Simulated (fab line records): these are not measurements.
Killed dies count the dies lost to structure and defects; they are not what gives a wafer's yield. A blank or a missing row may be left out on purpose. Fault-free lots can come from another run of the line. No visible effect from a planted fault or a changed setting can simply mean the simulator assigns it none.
Problem report, 8D (eight disciplines) form, completed by code    flow gf180mcu    the parts of the form that need people (team, actions taken, sign-off) are left out

## 1. THE PROBLEM
Across 2 wafers from 2 lots, SALICIDE_TIN_RS at GF_SALICIDE_RS_MEAS_04 averages 14.44 ohm/sq, while fault-free wafers read 16.27 ohm/sq with a standard deviation of 0.27. That puts it -6.8 standard deviations away from the usual mean.
The step: measures by four-point-probe.
First observed at day 19 22:04: wafer L823.2, on film_metro-03. The record holds 36 wafers of 12 lots with a number at this step. Rule for "out" (also "out of limits"): further than 4 standard deviations from the usual mean. Any other wafer with a number is counted as sound.

## 2. WHAT IT IS; WHAT IT IS NOT
question                     is                            is not
which readings at this step  SALICIDE_TIN_RS               -
which lots                   L823, L826                    L810, L811, L813, L814, L815, L825, L829, L831, L832, L833
which wafers of those lots   L823.2, L826.4                L823.1, L823.5, L826.1, L826.3
read on which gauges         film_metro-02, film_metro-03  film_metro-01
when                         from day 19 22:04             up to then (17 sound wafers); but 17 sound wafers of L825, L826, L829, L831, L832, L833 came after

## 3. SUSPECTS, AND WHAT RULES EACH OUT
Counting: any tool at a process step up to the reading remains a suspect provided it ran every lot that is out. Sound lots after the first of them don't rule it out here, since some wafers of a struck lot are sound.
- the gauge at GF_SALICIDE_RS_MEAS_04 has been ruled out. Those wafers that are out were read across 2 gauges (film_metro-02, film_metro-03).
- pvd_sputter-03 at GF_SALICIDE_SPUTTER_03 (material TiN, target thk 20 nm, time 16.7 s): kept. It processed each lot that is out (first: L823, day 19 22:02); up to then, its last sound lot is L815 (day 16 00:04).
The count leaves pvd_sputter-03 at GF_SALICIDE_SPUTTER_03.

## 4. THE CAUSE (what the simulator had put in)
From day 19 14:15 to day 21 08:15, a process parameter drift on pvd_sputter-03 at GF_SALICIDE_SPUTTER_03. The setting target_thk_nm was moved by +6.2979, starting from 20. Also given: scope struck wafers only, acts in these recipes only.
The count eliminated every tool but this one.

## 5. THE CHAIN OF EFFECTS, in route order
Rows list readings where the struck wafers' mean (over those with a number) sits beyond 3 standard deviations from the usual. Readings are gone through only where the record gives a usual standard deviation; hours: the median, over the lots, of the time from a lot's start at the first step in this table giving one to that lot's start at this step; sigmas: the change measured in usual standard deviations.
hours  step                     reading           usual         on struck wafers  change  sigmas
0      GF_SALICIDE_RS_MEAS_04   SALICIDE_TIN_RS   16.27 ohm/sq  14.44             -1.83   -6.8
0      GF_SALICIDE_THK_MEAS_05  SALICIDE_TIN_THK  19.87 nm      25.83             +5.96   +21
At these later measuring or inspecting steps, every struck wafer for which the step has a row has a number for every such reading, and none has moved that far: GF_CONTACT_CD_MEAS_14.

## 6. WHAT WOULD HAVE CAUGHT IT SOONER
8 hours passed between the start of the fault at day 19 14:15 and the first reading out of limits at a measuring or inspecting step in this record, taken at day 19 22:04.
Tool readings at GF_SALICIDE_SPUTTER_03 with a usual standard deviation given in the record: none out on any struck wafer, hence no alarm at a limit of 4 standard deviations on them.
Lots out: 2; of these, L826 started GF_SALICIDE_SPUTTER_03 on pvd_sputter-03 after day 19 22:04. Putting the tool on hold at that point would have spared it.
